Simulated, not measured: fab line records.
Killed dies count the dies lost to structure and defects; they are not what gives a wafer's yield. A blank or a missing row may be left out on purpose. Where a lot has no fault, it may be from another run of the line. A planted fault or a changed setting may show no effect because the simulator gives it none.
Tool commonality check    flow gf180mcu    Lots sampled 11, wafers sampled 33

== REASON IT WAS OPENED ==
2 of 11 lots carry a flag on the reading HV_LDD_CVD_56_THK at GF_HV_LDD_THK_MEAS_57. Wafers without a fault read 90.1 nm, standard deviation 0.98.
Rule: a lot is flagged in two cases, either no wafer of it has a number, or all its wafers with numbers fall more than 4 standard deviations from that mean. The other lots count as sound.

lot   measured      on            HV_LDD_CVD_56_THK (nm), wafer by wafer  flag
L587  day 12 19:33  filmMetro-02  88.9 89.2 88.5                          
L588  day 13 10:47  filmMetro-02  90.1 90.6 90.0                          
L591  day 14 06:43  filmMetro-03  89.0 88.7 88.9                          
L596  day 16 00:52  filmMetro-03  91.2 90.4 91.6                          
L600  day 17 11:29  filmMetro-04  98.2 98.1 97.6                          FLAGGED
L601  day 17 13:39  filmMetro-04  100.6 100.3 100.2                       FLAGGED
L603  day 18 08:22  filmMetro-02  92.3 92.0 91.9                          
L604  day 18 12:22  filmMetro-03  89.3 89.0 89.6                          
L606  day 19 10:22  filmMetro-04  90.0 91.0 89.8                          
L607  day 19 22:54  filmMetro-03  89.5 89.1 90.2                          
L608  day 20 01:43  filmMetro-04  90.4 89.3 90.1                          
Average over the flagged lots: 99.2 nm; offset from the usual +9.1 nm, equal to +9 standard deviations.

== WHICH TOOL EACH LOT WENT THROUGH ==
Before the reading, the record contains 2 process steps out of a 602-step route. In each cell: the tool, then ch and the chambers that the sampled wafers went through, then the start.
lot   flag     GF_STI_ETCH_14                  GF_HV_LDD_CVD_56
L587           rieSi-01 ch 0,1,2, day 2 06:37  lpcvd-02 ch 0, day 12 18:07
L588           rieSi-01 ch 1,2, day 2 11:56    lpcvd-01 ch 0, day 13 09:21
L591           rieSi-02 ch 0,2,3, day 3 04:47  lpcvd-02 ch 0, day 14 05:17
L596           rieSi-01 ch 0,1,2, day 4 05:29  lpcvd-01 ch 0, day 15 23:26
L600  FLAGGED  rieSi-01 ch 0,2,3, day 5 01:44  lpcvd-02 ch 1, day 17 10:04
L601  FLAGGED  rieSi-01 ch 1,2,3, day 5 08:11  lpcvd-02 ch 1, day 17 12:13
L603           rieSi-01 ch 0,1, day 5 17:32    lpcvd-01 ch 1, day 18 06:56
L604           rieSi-02 ch 0,3, day 5 22:04    lpcvd-02 ch 0, day 18 10:56
L606           rieSi-02 ch 0,1,2, day 6 08:59  lpcvd-01 ch 1, day 19 08:56
L607           rieSi-01 ch 0,1,3, day 6 13:47  lpcvd-01 ch 0, day 19 21:29
L608           rieSi-01 ch 1,2,3, day 6 20:24  lpcvd-01 ch 0, day 20 00:16
What these steps do:
- GF_STI_ETCH_14: etches Si in HBr/Cl2/O2, target depth 360 nm, time 102.9 s.
- GF_HV_LDD_CVD_56: deposits Si3N4 from DCS/NH3, target thk 90 nm, time 1543 s.
- GF_HV_LDD_THK_MEAS_57

== FLAGGED OVER TOTAL, TOOL BY TOOL (the gauges that took the reading come last) ==
step                   tool          lots run  flagged  share of the flagged lots  sound lots run after its first flagged lot
GF_STI_ETCH_14         rieSi-01      8         2        all                        3 (L603,L607,L608)
GF_STI_ETCH_14         rieSi-02      3         0        none                       -
GF_HV_LDD_CVD_56       lpcvd-01      6         0        none                       -
GF_HV_LDD_CVD_56       lpcvd-02      5         2        all                        1 (L604)
GF_HV_LDD_THK_MEAS_57  filmMetro-02  3         0        none                       -
GF_HV_LDD_THK_MEAS_57  filmMetro-03  4         0        none                       -
GF_HV_LDD_THK_MEAS_57  filmMetro-04  4         2        all                        2 (L606,L608)

== WHAT THE TABLE PERMITS ==
All flagged lots were run by 3 table rows, namely rieSi-01 at GF_STI_ETCH_14, lpcvd-02 at GF_HV_LDD_CVD_56, filmMetro-04 at GF_HV_LDD_THK_MEAS_57.
- rieSi-01 at GF_STI_ETCH_14 ran 8 lots, 2 of them flagged. Sound lots ran on it after the first flagged one (L603, L607, L608), which a lasting fault on the whole tool wouldn't allow.
- lpcvd-02 at GF_HV_LDD_CVD_56 ran 5 lots, 2 of them flagged. Sound lots ran on it after the first flagged one (L604), which a lasting fault on the whole tool wouldn't allow. Its own readings (spikeTcCentreC, susceptorTempC) fall more than 4 standard deviations out on all wafers of the flagged lots.
- filmMetro-04 at GF_HV_LDD_THK_MEAS_57 ran 4 lots, 2 of them flagged. Sound lots ran on it after the first flagged one (L606, L608), which a lasting fault on the whole tool wouldn't allow.
None of the table's rows ran every flagged lot and, after the first, no sound lot.

== WHAT THE SIMULATOR PUT IN ==
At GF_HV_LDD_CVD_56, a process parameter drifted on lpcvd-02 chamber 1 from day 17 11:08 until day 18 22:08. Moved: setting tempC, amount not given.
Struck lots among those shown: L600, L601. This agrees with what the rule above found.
